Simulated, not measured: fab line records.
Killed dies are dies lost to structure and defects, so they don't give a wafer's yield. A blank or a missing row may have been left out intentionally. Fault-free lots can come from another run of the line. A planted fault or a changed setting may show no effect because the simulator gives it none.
Shared-tool check | flow sky130 | 14 lots and 48 wafers in the sample

== WHY IT WAS OPENED ==
2 of 14 lots carry a flag on the reading VT_ADJUST_NCORE_TW at SKY_VT_ADJUST_NCORE_TW_MEAS_11. Fault-free wafers read 220.8, with a standard deviation of 1.1.
Rule: flag the lot when none of its wafers has a number, or when each of its wafers that has one lies beyond 4 standard deviations from that mean. The rest of the lots are taken to be sound.

lot  | measured     | on           | VT_ADJUST_NCORE_TW, wafer by wafer  | flag
L592 | day 8 23:02  | filmMetro-02 | 221.3 219.3 220.2                   | 
L593 | day 8 23:04  | filmMetro-03 | 222.3 221.8 221.0                   | 
L595 | day 9 21:04  | filmMetro-04 | 219.1 220.7 220.7                   | 
L596 | day 9 23:58  | filmMetro-03 | 221.7 221.2 221.7                   | 
L598 | day 10 16:04 | filmMetro-04 | 220.2 222.1 220.8                   | 
L601 | day 11 14:50 | filmMetro-02 | 211.1 210.4 211.0 211.0 212.4 211.5 | FLAGGED
L603 | day 12 00:52 | filmMetro-04 | 221.8 221.5 220.1                   | 
L604 | day 12 13:37 | filmMetro-02 | 213.2 214.5 213.8 213.2 213.6 213.3 | FLAGGED
L606 | day 12 20:01 | filmMetro-04 | 220.3 218.6 220.4                   | 
L607 | day 13 06:25 | filmMetro-02 | 220.0 221.2 221.2                   | 
L609 | day 13 18:55 | filmMetro-03 | 220.7 222.0 221.8                   | 
L610 | day 14 01:53 | filmMetro-02 | 220.9 219.8 219.9                   | 
L613 | day 15 07:40 | filmMetro-04 | 220.8 219.1 218.9                   | 
L614 | day 15 14:23 | filmMetro-04 | 220.5 219.8 220.0                   | 
The numbers of the flagged lots are 212.4 on average: -8.4 against the usual, or -8 standard deviations.

== LOT BY LOT: THE TOOL USED ==
The record keeps 1 process step preceding the reading, out of 708 steps on the route. Every cell lists first the tool, next ch and the chambers used by the sampled wafers, and last the start.
lot  | flag    | SKY_VT_ADJUST_NCORE_IMPLANT_09
L592 |         | implanter-02 ch 0, day 8 22:48
L593 |         | implanter-04 ch 0, day 8 22:49
L595 |         | implanter-01 ch 0, day 9 20:50
L596 |         | implanter-04 ch 0, day 9 23:45
L598 |         | implanter-02 ch 0, day 10 15:49
L601 | FLAGGED | implanter-02 ch 0, day 11 14:36
L603 |         | implanter-04 ch 0, day 12 00:37
L604 | FLAGGED | implanter-02 ch 0, day 12 13:22
L606 |         | implanter-01 ch 0, day 12 19:46
L607 |         | implanter-01 ch 0, day 13 06:11
L609 |         | implanter-04 ch 0, day 13 18:41
L610 |         | implanter-04 ch 0, day 14 01:40
L613 |         | implanter-02 ch 0, day 15 07:25
L614 |         | implanter-04 ch 0, day 15 14:08
What the steps here do:
- SKY_VT_ADJUST_NCORE_IMPLANT_09
- SKY_VT_ADJUST_NCORE_TW_MEAS_11

== FLAGGED OVER TOTAL, TOOL BY TOOL (the gauges that took the reading come last) ==
step                           | tool         | lots run | flagged | share of the flagged lots | sound lots run after its first flagged lot
SKY_VT_ADJUST_NCORE_IMPLANT_09 | implanter-01 | 3        | 0       | none                      | -
SKY_VT_ADJUST_NCORE_IMPLANT_09 | implanter-02 | 5        | 2       | all                       | 1 (L613)
SKY_VT_ADJUST_NCORE_IMPLANT_09 | implanter-04 | 6        | 0       | none                      | -
SKY_VT_ADJUST_NCORE_TW_MEAS_11 | filmMetro-02 | 5        | 2       | all                       | 2 (L607,L610)
SKY_VT_ADJUST_NCORE_TW_MEAS_11 | filmMetro-03 | 3        | 0       | none                      | -
SKY_VT_ADJUST_NCORE_TW_MEAS_11 | filmMetro-04 | 6        | 0       | none                      | -

== WHAT THE TABLE ALLOWS ==
Table rows that saw every flagged lot: 2, namely implanter-02 at SKY_VT_ADJUST_NCORE_IMPLANT_09 and filmMetro-02 at SKY_VT_ADJUST_NCORE_TW_MEAS_11.
- implanter-02 at SKY_VT_ADJUST_NCORE_IMPLANT_09: 2 of its 5 lots flagged. Sound lots ran on it after the first flagged one (L613), which a lasting fault on the whole tool wouldn't allow. Its own readings lie more than 4 standard deviations out on every wafer of the flagged lots: doseIonsCm2, faradayCurrentUA.
- filmMetro-02 at SKY_VT_ADJUST_NCORE_TW_MEAS_11: 2 of its 5 lots flagged. Sound lots ran on it after the first flagged one (L607, L610), which a lasting fault on the whole tool wouldn't allow.
None of the table's rows ran every flagged lot and, after the first, no sound lot.

== WHAT THE SIMULATOR PUT IN ==
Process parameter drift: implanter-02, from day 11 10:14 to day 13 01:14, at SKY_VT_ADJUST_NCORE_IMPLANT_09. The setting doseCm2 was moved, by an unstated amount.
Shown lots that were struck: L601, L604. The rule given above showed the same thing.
